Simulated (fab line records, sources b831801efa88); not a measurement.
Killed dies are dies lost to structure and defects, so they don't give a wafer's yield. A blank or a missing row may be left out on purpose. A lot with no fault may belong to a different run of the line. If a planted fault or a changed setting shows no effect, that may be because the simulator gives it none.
Split-lot study ; flow sfq-line ; 5 lots, 18 wafers read, on a route of 325 steps

THE SPLIT ITSELF
At SFQ_TRILAYER_R5_LITHO_COAT_141 (resist thk 62 nm), the setting resist-thk-nm was moved away from the recipe's 62 nm on 6 of the 18 wafers read, by -3.0% to +1.7%. This setting was run at the recipe's value on the other wafers.

FROM THE SPLIT TO THE READING: what the file shows between them, 2 steps
- SFQ_TRILAYER_R5_LITHO_PEB_139: peb time 60 s (also split here: peb-time-s)
- SFQ_TRILAYER_R5_LITHO_DEVELOP_138: time 60 s

THE READING
etch.depth-nm (the simulator's own value, which no gauge read), in nm, at SFQ_TRILAYER_R5_BARC_OPEN_METAL_ETCH_177 (etches BARC in O2, target depth 125 nm, time 41.7 s). The file gives no usual value for it. The 12 wafers here that ran the recipe average 61.95 nm, standard deviation 0.19 nm.

wafer;tool, chamber at the split;resist-thk-nm as run, nm;against the recipe;etch.depth-nm, nm;against lot-mates on the recipe
L075.2;litho-track-04, 0;62;recipe;62.09;-
L075.5;litho-track-04, 0;62;recipe;62.03;-
L075.6;litho-track-04, 0;62;recipe;62;-
L078.1;litho-track-01, 0;62;recipe;62.05;-
L078.2;litho-track-01, 0;62;recipe;61.94;-
L081.2;litho-track-04, 0;62;recipe;62.19;-
L081.3;litho-track-04, 0;62;recipe;62.19;-
L081.4;litho-track-04, 0;60.13;-3.0%;60.15;-2.04
L083.2;litho-track-01, 0;63.05;+1.7%;62.85;+1.20
L083.3;litho-track-01, 0;62;recipe;61.75;-
L083.4;litho-track-01, 0;63.05;+1.7%;62.83;+1.18
L083.5;litho-track-01, 0;62;recipe;61.62;-
L083.6;litho-track-01, 0;62;recipe;61.57;-
L085.1;litho-track-04, 0;60.98;-1.6%;61.17;-0.84
L085.2;litho-track-04, 0;62;recipe;62.02;-
L085.3;litho-track-04, 0;62;recipe;61.99;-
L085.5;litho-track-04, 0;60.98;-1.6%;60.93;-1.08
L085.6;litho-track-04, 0;60.98;-1.6%;60.94;-1.07

THE FIT
A straight line over all 18 wafers: etch.depth-nm changes by +0.567 nm for each +1% of resist-thk-nm; r = +0.97; the points scatter about the line by 0.18 nm.
The same after taking each lot's own level away (the mean of its wafers on the recipe; 18 wafers): +0.662 nm for each +1%; r = +0.99; scatter 0.078 nm.
The reading moves by 2 nm for the largest change in resist-thk-nm, on that fit.
The lots' own levels span 61.647 to 62.190 nm, that is 2.8 times the standard deviation above.
Thus the slope moves with the lot-to-lot level: the two fits are different.
Check: with one of the wafers moved furthest among these (-3.0%) left out of the fit, the line predicts -1.93 nm for it against its lot-mates. Against them it came out at -2.04 nm.

OTHER SPLITS ON THESE WAFERS
Other splits were also applied to these wafers ahead of the reading. Each is held against what the fit with the lots' levels taken away leaves over:
other split on the same wafers;wafers away from the commonest value;r with etch.depth-nm (lot level and that fit taken away)
SFQ_TRILAYER_M3_LITHO_PEB_078 peb-temp-c;8;-0.01
SFQ_TRILAYER_M3_ETCH_METAL_ETCH_078 time-s;2;-0.56
SFQ_TRILAYER_I3_VIA_LITHO_EXPOSE_086 dose-mj;3;+0.27
SFQ_TRILAYER_M4_LITHO_COAT_098 resist-thk-nm;7;-0.06
SFQ_TRILAYER_I4_VIA_LITHO_COAT_103 spin-rpm;7;-0.47
SFQ_TRILAYER_R5_LITHO_PEB_139 peb-time-s;7;+0.52

THE WHOLE CHAIN: every reading that the file lists as answering this split, in the file's order
step;what it does;reading;change (the file's fit);r (the file's)
SFQ_TRILAYER_R5_LITHO_COAT_141;resist thk 62 nm;BARC_of_TRILAYER_R5_LITHO_COAT_141.thk-nm (the simulator's own value, which no gauge read);+0.655 nm for each +1% of the setting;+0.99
SFQ_TRILAYER_R5_BARC_OPEN_METAL_ETCH_177;etches BARC in O2, target depth 125 nm, time 41.7 s;etch.depth-nm (the simulator's own value, which no gauge read);+0.665 nm for each +1% of the setting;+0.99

FILE'S OWN FIT
etch.depth-nm changes by +0.665 nm for each +1% of resist-thk-nm, r = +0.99.
